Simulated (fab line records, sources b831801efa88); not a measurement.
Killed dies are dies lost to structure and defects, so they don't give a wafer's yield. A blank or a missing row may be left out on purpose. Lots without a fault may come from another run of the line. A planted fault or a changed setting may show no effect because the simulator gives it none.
A struck lot beside a sound one | flow gf180mcu | 43 steps out of a route of 602
Sound: wafers L428.2, L428.3, L428.4. Struck: wafers L436.2, L436.5, L436.6. The cause comes at the end.
At each step with rows: each side's tool, then ch and its chambers, then its first start. Under that, the readings that differ: sound wafers | struck wafers | difference of the means | sigmas: that difference in standard deviations of wafers without a fault.
alike: readings whose means differ by less than 2 such deviations, and words and numbers that are the same on both sides. not compared: withheld readings, readings that some wafer has no value for, bounds like >300 that may hide the same value, and numbers for which the record gives no deviation and whose values overlap.
The two part at a step that has a row with sigmas, a row that says differs or no value, or rows on one side only. Numbers that don't overlap but have no deviation are shown without sigmas and don't part them. A reading that every wafer of one side lacks parts them only if that side has two wafers or more.

first, 7 steps without rows for these wafers: GF_HV_LDD_DEHYDRATE_39 (time 60 s); GF_HV_LDD_HMDS_40 (prime time 60 s); GF_HV_LDD_COAT_41 (resist thk 1000 nm); GF_HV_LDD_SOFTBAKE_42 (time 60 s); GF_HV_LDD_EXPOSE_43 (exposes mask Pplus HV AREA, target cd 400 nm); GF_HV_LDD_PEB_44; GF_HV_LDD_DEVELOP_45 (develop time 60 s).
GF_HV_LDD_CD_MEAS_46: target cd 400 nm.
  sound on cd_sem-02, day 12 20:58; struck on cd_sem-01, day 15 19:32
  alike: cd_nm
GF_HV_LDD_OVL_MEAS_47:
  sound on overlay-02, day 12 21:05; struck on overlay-02, day 15 19:38
  reading            | sound       | struck         | difference | sigmas
  HV_LDD_03_OVL (nm) | 2.8 2.0 2.2 | -0.8 -0.4 -1.7 | -3.3       | -2
then, 1 step without rows for these wafers: GF_HV_LDD_IMPLANT_48.
GF_HV_LDD_STRIP_49: strips in O2/N2.
  sound on plasma_asher-04 ch 0,1, day 12 21:16; struck on plasma_asher-02 ch 0,1, day 15 19:49
  alike: chamber_pressure_mTorr, drypump_motor_current_A, heater_power_w, oes_product_au, strip_time_to_endpoint_s
  not compared: rf_hours_counter_h
GF_HV_LDD_TW_MEAS_50:
  sound on film_metro-01, day 12 21:22; struck on film_metro-02, day 15 19:55
  alike: HV_LDD_4_TW
GF_HV_LDD_CLEAN_51: cleans in SC1/SC2, time 150 s.
  sound on wet_bench-04 ch 3, day 12 21:25; struck on wet_bench-03 ch 3, day 15 19:58
GF_HV_LDD_RTA_52: time 10 s.
  sound on rtp_anneal-01 ch 0, day 12 21:29; struck on rtp_anneal-01 ch 0, day 15 20:02
  alike: lamp_power_pct, wafer_temp_C_max
GF_HV_LDD_RS_MEAS_53: measures by four-point-probe.
  sound on film_metro-04, day 12 21:33; struck on film_metro-02, day 15 20:07
  alike: HV_LDD_RS
then, 1 step without rows for these wafers: GF_HV_LDD_CVD_54 (deposits SiO2 from TEOS, target thk 10 nm, time 75 s).
GF_HV_LDD_THK_MEAS_55:
  sound on film_metro-01, day 12 22:41; struck on film_metro-02, day 15 21:14
  alike: HV_LDD_CVD_54_THK
then, 1 step without rows for these wafers: GF_HV_LDD_CVD_56 (deposits Si3N4 from DCS/NH3, target thk 90 nm, time 1543 s).
GF_HV_LDD_THK_MEAS_57:
  sound on film_metro-02, day 13 01:12; struck on film_metro-04, day 15 22:44
  alike: HV_LDD_CVD_56_THK
GF_HV_LDD_ETCHBACK_58: etches Si3N4 in CH3F/O2, stops on SiO2, time 100 s, target depth 90 nm.
  sound on rie_diel-02 ch 0,1,3, day 13 01:15; struck on rie_diel-01 ch 0,1,3, day 15 22:47
  alike: O2_flow_sccm, chamber_pressure_mTorr, drypump_motor_current_A, oes_product_au, throttle_valve_pct
  not compared: rf_hours_counter_h
then, 7 steps without rows for these wafers: GF_NSD_DEHYDRATE_00 (time 60 s); GF_NSD_HMDS_01 (prime time 60 s); GF_NSD_COAT_02 (resist thk 1000 nm); GF_NSD_SOFTBAKE_03 (time 60 s); GF_NSD_EXPOSE_04 (exposes mask Nplus, target cd 400 nm); GF_NSD_PEB_05; GF_NSD_DEVELOP_06 (develop time 58.66 s).
GF_NSD_CD_MEAS_07: target cd 400 nm.
  sound on cd_sem-02, day 13 21:35; struck on cd_sem-02, day 16 20:41
  alike: cd_nm
GF_NSD_OVL_MEAS_08:
  sound on overlay-01, day 13 21:41; struck on overlay-01, day 16 20:47
  alike: NSD_OVL
then, 2 steps without rows for these wafers: GF_NSD_IMPLANT_09; GF_NSD_IMPLANT_10.
GF_NSD_STRIP_11: strips in O2/N2.
  sound on plasma_asher-01 ch 0,1, day 13 22:01; struck on plasma_asher-02 ch 0,1, day 16 21:07
  alike: chamber_pressure_mTorr, drypump_motor_current_A, heater_power_w, oes_product_au, strip_time_to_endpoint_s
  not compared: rf_hours_counter_h
GF_NSD_TW_MEAS_12:
  sound on film_metro-04, day 13 22:07; struck on film_metro-01, day 16 21:13
  reading | sound          | struck         | difference | sigmas
  NSD_TW  | 4293 4284 4302 | 4212 4233 4209 | -75        | -2
then, 7 steps without rows for these wafers: GF_PSD_DEHYDRATE_00 (time 60 s); GF_PSD_HMDS_01 (prime time 60 s); GF_PSD_COAT_02 (resist thk 1000 nm); GF_PSD_SOFTBAKE_03 (time 60 s); GF_PSD_EXPOSE_04 (exposes mask Pplus, target cd 400 nm); GF_PSD_PEB_05; GF_PSD_DEVELOP_06 (develop time 60 s).
GF_PSD_CD_MEAS_07: target cd 400 nm.
  sound on cd_sem-01, day 14 19:17; struck on cd_sem-01, day 17 20:04
  reading    | sound             | struck            | difference | sigmas
  cd_nm (nm) | 396.4 394.5 394.9 | 403.0 403.0 404.2 | +8.1       | +4
GF_PSD_OVL_MEAS_08:
  sound on overlay-02, day 14 19:23; struck on overlay-01, day 17 20:10
  alike: PSD_OVL
-- the record jumps here: 14 days lie between the struck wafers' starts before and after (it left off in module PSD and takes up again in module PASSIVATION, whose first step shown is number 602 of the route) --
GF_PASSIVATION_PROBE_99:
  the record has rows for the struck wafers here (prober-01, day 32 01:14) and none for the sound ones

WHERE THEY PART
First at GF_HV_LDD_OVL_MEAS_47; last, within this record, at GF_PASSIVATION_PROBE_99.

WHY: what the simulator had put in
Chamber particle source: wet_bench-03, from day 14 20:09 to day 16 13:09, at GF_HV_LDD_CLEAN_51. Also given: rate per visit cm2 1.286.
